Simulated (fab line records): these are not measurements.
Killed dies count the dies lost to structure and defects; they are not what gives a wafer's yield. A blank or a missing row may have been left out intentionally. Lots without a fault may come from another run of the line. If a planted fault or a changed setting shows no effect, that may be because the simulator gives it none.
fab line records + flow sky130
record:
- lots: 13
- wafers: 39
- last-day: 50
route steps=708 shown NWELL@34 DNWELL@44 VT_ADJUST_HVTR@139 GATE_OXIDE@189 PAD_OPEN@708
lots untouched by any fault: they come from a run of this same line in which no faults occurred
start-h: hours from the record's first day to the start of the lot's first wafer shown + wait-h: hours from the lot's prior step to this one + " the same as in the row above + L1.1+2: a row that stands for several wafers + - no value, or no start was given + * or withheld: withheld + < > ~ a bound
route shown NAME@n: names a module that has steps shown in the file, with the first one's number in the route + usual: mean/standard deviation of fault-free wafers + same: alike in all rows + chamber/n: place in a boat + sites: each site's reading + _std_site: their standard deviation + _edge_site: the outer-site mean with the inner-site mean subtracted + radius-mm: for every site, how far away it sits from the centre of the wafer + mask NAME#n: copy n + behind: tool/chamber where the wafer was last shaped + hold: why the lot went on hold/how many hours it stayed there/how the hold came to an end + device: names the non-switching transistor (n, p or np) + end of line: the same wafers' tests at the end of the route + step lacking rows: just its recipe + killed: dies lost to structure and defects at the first sort, not the wafer's yield + map: the dies of a wafer, with x for killed, . for not killed, _ for no die there
set.NAME: the setting that was run; set.NAME@STEP: the one run at that earlier step + model.NAME: the simulator's own value behind a step, which no gauge read
the route's steps for a sample of lots (tables are steps, rows are wafers)
== steps ==
step: SKY_NWELL_THK_MEAS_02
recipe:
- reads: SiO2_of_NWELL_OXIDATION_01
usual:
- NWELL_OXIDATION_THK: 10.08/0.21
| lot.wafer | tool          | chamber | start-h | wait-h | NWELL_OXIDATION_THK[nm] |
|-----------|---------------|---------|---------|--------|-------------------------|
| L859.2    | film-metro-02 | -       | 36.47   | 0.0    | 10.38                   |
| L859.4    | "             | -       | "       | "      | 10.33                   |
| L859.5    | "             | -       | "       | "      | 10.28                   |
| L860.1    | film-metro-03 | -       | 43.92   | 0.0    | 10.24                   |
| L860.4    | "             | -       | "       | "      | 10.29                   |
| L860.6    | "             | -       | "       | "      | 10.17                   |
| L861.3    | film-metro-01 | -       | 48.08   | 0.0    | 10.07                   |
| L861.4    | "             | -       | "       | "      | 9.94                    |
| L861.5    | "             | -       | "       | "      | 9.95                    |
| L862.1    | film-metro-01 | -       | 52.19   | 0.0    | 10.40                   |
| L862.4    | "             | -       | "       | "      | 10.32                   |
| L862.5    | "             | -       | "       | "      | 10.41                   |
| L863.4    | film-metro-02 | -       | 58.59   | 0.0    | 10.03                   |
| L863.5    | "             | -       | "       | "      | 9.82                    |
| L863.6    | "             | -       | "       | "      | 9.78                    |
| L864.2    | film-metro-02 | -       | 67.62   | 0.0    | 9.85                    |
| L864.4    | "             | -       | "       | "      | 9.98                    |
| L864.6    | "             | -       | "       | "      | 9.80                    |
| L865.1    | film-metro-01 | -       | 70.54   | 0.0    | 10.31                   |
| L865.5    | "             | -       | "       | "      | 10.53                   |
| L865.6    | "             | -       | "       | "      | 10.41                   |
| L875.1    | film-metro-01 | -       | 118.86  | 0.0    | 11.27                   |
| L875.4    | "             | -       | "       | "      | 11.32                   |
| L875.5    | "             | -       | "       | "      | 11.38                   |
| L876.2    | film-metro-01 | -       | 123.57  | 0.0    | 10.89                   |
| L876.3    | "             | -       | "       | "      | 10.69                   |
| L876.6    | "             | -       | "       | "      | 10.78                   |
| L878.1    | film-metro-03 | -       | 133.03  | 0.0    | 10.19                   |
| L878.3    | "             | -       | "       | "      | 10.30                   |
| L878.5    | "             | -       | "       | "      | 10.23                   |
| L879.1    | film-metro-03 | -       | 138.25  | 0.0    | 10.00                   |
| L879.4    | "             | -       | "       | "      | 10.12                   |
| L879.6    | "             | -       | "       | "      | 10.14                   |
| L881.1    | film-metro-03 | -       | 150.17  | 0.0    | 10.15                   |
| L881.2    | "             | -       | "       | "      | 10.10                   |
| L881.3    | "             | -       | "       | "      | 10.00                   |
| L882.4    | film-metro-03 | -       | 155.03  | 0.0    | 10.07                   |
| L882.5    | "             | -       | "       | "      | 9.99                    |
| L882.6    | "             | -       | "       | "      | 9.99                    |
step: SKY_DNWELL_TW_MEAS_09
usual:
- DNWELL_TW: 1116/9.8
| lot.wafer | tool          | chamber | start-h | wait-h | DNWELL_TW |
|-----------|---------------|---------|---------|--------|-----------|
| L859.2    | film-metro-01 | -       | 51.42   | 0.1    | 1125      |
| L859.4    | "             | -       | "       | "      | 1123      |
| L859.5    | "             | -       | "       | "      | 1133      |
| L860.1    | film-metro-01 | -       | 59.95   | 0.1    | 1117      |
| L860.4    | "             | -       | "       | "      | 1117      |
| L860.6    | "             | -       | "       | "      | 1121      |
| L861.3    | film-metro-03 | -       | 64.18   | 0.1    | 1132      |
| L861.4    | "             | -       | "       | "      | 1129      |
| L861.5    | "             | -       | "       | "      | 1127      |
| L862.1    | film-metro-02 | -       | 68.61   | 0.1    | 1102      |
| L862.4    | "             | -       | "       | "      | 1099      |
| L862.5    | "             | -       | "       | "      | 1103      |
| L863.4    | film-metro-01 | -       | 74.53   | 0.1    | 1103      |
| L863.5    | "             | -       | "       | "      | 1098      |
| L863.6    | "             | -       | "       | "      | 1100      |
| L864.2    | film-metro-03 | -       | 84.61   | 0.1    | 1123      |
| L864.4    | "             | -       | "       | "      | 1133      |
| L864.6    | "             | -       | "       | "      | 1125      |
| L865.1    | film-metro-03 | -       | 87.15   | 0.1    | 1123      |
| L865.5    | "             | -       | "       | "      | 1123      |
| L865.6    | "             | -       | "       | "      | 1129      |
| L875.1    | film-metro-01 | -       | 137.90  | 0.1    | 1119      |
| L875.4    | "             | -       | "       | "      | 1115      |
| L875.5    | "             | -       | "       | "      | 1117      |
| L876.2    | film-metro-02 | -       | 143.37  | 0.1    | 1111      |
| L876.3    | "             | -       | "       | "      | 1107      |
| L876.6    | "             | -       | "       | "      | 1110      |
| L878.1    | film-metro-03 | -       | 153.26  | 0.1    | 1131      |
| L878.3    | "             | -       | "       | "      | 1132      |
| L878.5    | "             | -       | "       | "      | 1129      |
| L879.1    | film-metro-01 | -       | 157.75  | 0.1    | 1103      |
| L879.4    | "             | -       | "       | "      | 1106      |
| L879.6    | "             | -       | "       | "      | 1104      |
| L881.1    | film-metro-01 | -       | 170.61  | 0.1    | 1107      |
| L881.2    | "             | -       | "       | "      | 1104      |
| L881.3    | "             | -       | "       | "      | 1102      |
| L882.4    | film-metro-03 | -       | 175.68  | 0.1    | 1116      |
| L882.5    | "             | -       | "       | "      | 1113      |
| L882.6    | "             | -       | "       | "      | 1114      |
step: SKY_VT_ADJUST_HVTR_OVL_MEAS_08
usual:
- VT_ADJUST_HVTR_OVL: 0.6/1.1
| lot.wafer | tool       | chamber | start-h | wait-h | VT_ADJUST_HVTR_OVL[nm] |
|-----------|------------|---------|---------|--------|------------------------|
| L859.2    | overlay-01 | -       | 202.83  | 0.1    | -0.1                   |
| L859.4    | "          | -       | "       | "      | -0.3                   |
| L859.5    | "          | -       | "       | "      | -1.2                   |
| L860.1    | overlay-01 | -       | 214.17  | 0.1    | -0.7                   |
| L860.4    | "          | -       | "       | "      | -1.7                   |
| L860.6    | "          | -       | "       | "      | 0.8                    |
| L861.3    | overlay-02 | -       | 218.96  | 0.1    | 0.5                    |
| L861.4    | "          | -       | "       | "      | 0.2                    |
| L861.5    | "          | -       | "       | "      | 1.9                    |
| L862.1    | overlay-01 | -       | 225.32  | 0.1    | 1.0                    |
| L862.4    | "          | -       | "       | "      | 0.5                    |
| L862.5    | "          | -       | "       | "      | -0.5                   |
| L863.4    | overlay-01 | -       | 234.82  | 0.1    | 0.7                    |
| L863.5    | "          | -       | "       | "      | 1.0                    |
| L863.6    | "          | -       | "       | "      | 0.5                    |
| L864.2    | overlay-02 | -       | 247.93  | 0.1    | 2.9                    |
| L864.4    | "          | -       | "       | "      | 0.5                    |
| L864.6    | "          | -       | "       | "      | 1.5                    |
| L865.1    | overlay-01 | -       | 250.92  | 0.1    | -0.4                   |
| L865.5    | "          | -       | "       | "      | -0.3                   |
| L865.6    | "          | -       | "       | "      | 0.4                    |
| L875.1    | overlay-01 | -       | 318.28  | 0.1    | 1.3                    |
| L875.4    | "          | -       | "       | "      | 0.4                    |
| L875.5    | "          | -       | "       | "      | 1.5                    |
| L876.2    | overlay-02 | -       | 325.09  | 0.1    | 1.1                    |
| L876.3    | "          | -       | "       | "      | 1.5                    |
| L876.6    | "          | -       | "       | "      | 2.6                    |
| L878.1    | overlay-01 | -       | 340.78  | 0.1    | 0.0                    |
| L878.3    | "          | -       | "       | "      | 0.9                    |
| L878.5    | "          | -       | "       | "      | 1.4                    |
| L879.1    | overlay-01 | -       | 346.15  | 0.1    | 0.8                    |
| L879.4    | "          | -       | "       | "      | 0.7                    |
| L879.6    | "          | -       | "       | "      | 1.7                    |
| L881.1    | overlay-01 | -       | 361.57  | 0.1    | 2.3                    |
| L881.2    | "          | -       | "       | "      | 0.7                    |
| L881.3    | "          | -       | "       | "      | 1.6                    |
| L882.4    | overlay-02 | -       | 371.64  | 0.1    | 2.9                    |
| L882.5    | "          | -       | "       | "      | 2.6                    |
| L882.6    | "          | -       | "       | "      | 1.2                    |
step: SKY_GATE_OXIDE_THK_MEAS_02
recipe:
- reads: SiO2_of_GATE_OXIDE_OXIDATION_01
usual:
- GATE_OXIDE_OXIDATION_00_THK: 10.19/0.25
| lot.wafer | tool          | chamber | start-h | wait-h | GATE_OXIDE_OXIDATION_00_THK[nm] |
|-----------|---------------|---------|---------|--------|---------------------------------|
| L859.2    | film-metro-02 | -       | 278.28  | 0.0    | 10.14                           |
| L859.4    | "             | -       | "       | "      | 10.12                           |
| L859.5    | "             | -       | "       | "      | 10.18                           |
| L860.1    | film-metro-03 | -       | 289.34  | 0.0    | 10.69                           |
| L860.4    | "             | -       | "       | "      | 10.44                           |
| L860.6    | "             | -       | "       | "      | 10.55                           |
| L861.3    | film-metro-02 | -       | 298.16  | 0.0    | 10.13                           |
| L861.4    | "             | -       | "       | "      | 10.19                           |
| L861.5    | "             | -       | "       | "      | 10.25                           |
| L862.1    | film-metro-03 | -       | 306.57  | 0.0    | 10.22                           |
| L862.4    | "             | -       | "       | "      | 10.03                           |
| L862.5    | "             | -       | "       | "      | 10.24                           |
| L863.4    | film-metro-03 | -       | 315.07  | 0.0    | 9.83                            |
| L863.5    | "             | -       | "       | "      | 9.73                            |
| L863.6    | "             | -       | "       | "      | 9.59                            |
| L864.2    | film-metro-02 | -       | 330.99  | 0.0    | 10.50                           |
| L864.4    | "             | -       | "       | "      | 10.44                           |
| L864.6    | "             | -       | "       | "      | 10.27                           |
| L865.1    | film-metro-01 | -       | 338.43  | 0.0    | 10.21                           |
| L865.5    | "             | -       | "       | "      | 10.27                           |
| L865.6    | "             | -       | "       | "      | 10.23                           |
| L875.1    | film-metro-02 | -       | 410.78  | 0.0    | 10.23                           |
| L875.4    | "             | -       | "       | "      | 10.21                           |
| L875.5    | "             | -       | "       | "      | 10.23                           |
| L876.2    | film-metro-01 | -       | 419.97  | 0.0    | 10.69                           |
| L876.3    | "             | -       | "       | "      | 10.62                           |
| L876.6    | "             | -       | "       | "      | 10.75                           |
| L878.1    | film-metro-03 | -       | 437.78  | 0.0    | 10.01                           |
| L878.3    | "             | -       | "       | "      | 9.67                            |
| L878.5    | "             | -       | "       | "      | 9.84                            |
| L879.1    | film-metro-03 | -       | 442.70  | 0.0    | 10.30                           |
| L879.4    | "             | -       | "       | "      | 10.35                           |
| L879.6    | "             | -       | "       | "      | 10.27                           |
| L881.1    | film-metro-02 | -       | 460.30  | 0.0    | 9.82                            |
| L881.2    | "             | -       | "       | "      | 10.07                           |
| L881.3    | "             | -       | "       | "      | 10.11                           |
| L882.4    | film-metro-01 | -       | 471.07  | 0.0    | 10.15                           |
| L882.5    | "             | -       | "       | "      | 9.78                            |
| L882.6    | "             | -       | "       | "      | 9.97                            |
step: SKY_PAD_OPEN_PROBE_99
usual:
- killed_at_M0_to_M3: 43/7.9
- killed_at_M4_up: 2.9/1.8
- killed-at-contacts: 24/5.5
- killed-at-front-end: 15/4.2
- killed-at-other: 0.2/0.46
- killed-dies: 86/11
- killed-open: 47/8.1
- killed-short: 39/6.4
same:
- gross-dies: 492
- killed-at-back-side: 0
| lot.wafer | tool      | chamber | start-h | wait-h | killed_at_M0_to_M3 | killed_at_M4_up | killed-at-contacts | killed-at-front-end | killed-at-other | killed-dies | killed-open | killed-short |
|-----------|-----------|---------|---------|--------|--------------------|-----------------|--------------------|---------------------|-----------------|-------------|-------------|--------------|
| L875.1    | prober-01 | -       | 1169.88 | 0.1    | 50                 | 2               | 17                 | 8                   | 0               | 77          | 42          | 35           |
| L875.4    | prober-01 | -       | 1170.03 | 0.2    | 50                 | 3               | 27                 | 12                  | 0               | 92          | 54          | 38           |
| L875.5    | prober-01 | -       | 1170.08 | 0.2    | 54                 | 5               | 26                 | 17                  | 0               | 102         | 51          | 51           |
killed by level:class
L875.1 VIA3:geometric-particle:open=12 VIA2:geometric-particle:open=6 METAL2:geometric-particle:short=5 LI_CONTACT:geometric-particle:short=5 VIA1:geometric-particle:open=5 CONTACT:geometric-particle:open=5 METAL1:geometric-particle:short=5 VIA1:geometric-particle:short=5
L875.4 CONTACT:geometric-particle:open=11 VIA1:geometric-particle:open=11 VIA3:geometric-particle:open=9 LI_CONTACT:geometric-particle:open=7 METAL1:geometric-particle:short=7 FIELD_ISO:geometric-particle:short=5 VIA2:geometric-particle:open=5 LI_CONTACT:geometric-particle:short=4
L875.5 VIA1:geometric-particle:open=17 CONTACT:geometric-particle:open=11 VIA1:geometric-particle:short=8 VIA3:geometric-particle:short=7 LI_CONTACT:geometric-particle:open=6 METAL2:geometric-particle:short=6 FIELD_ISO:geometric-particle:short=5 LOCAL_INTERCONNECT:geometric-particle:short=5
== key ==
first-sign:
- step: SKY_NWELL_THK_MEAS_02
- reading: NWELL_OXIDATION_THK
- direction: up
- sigmas: 4.5
- usual: 10.08
- struck: 11.06
effect none on later readings
met-at SKY_NWELL_THK_MEAS_02
struck-lots L875,L876
tester-left-out L875,L876
not-acting-at SKY_DNWELL_TW_MEAS_09,SKY_VT_ADJUST_HVTR_OVL_MEAS_08,SKY_GATE_OXIDE_THK_MEAS_02
onset-between 70.54 118.86
fault:
- kind: metrology-matching-offset
- tool: film-metro-01
- chamber: -
- onset-h: 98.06
- steps: SKY_NWELL_THK_MEAS_02
- param: thk-nm
- offset: 1.0263
tester-left-out: of these lots the tester's yield and bins aren't shown, on N5 and GAA mostly nor the transistor test; their killed dies are dies lost to structure and defects alone, not to doping, threshold or leakage, so they don't give the yield
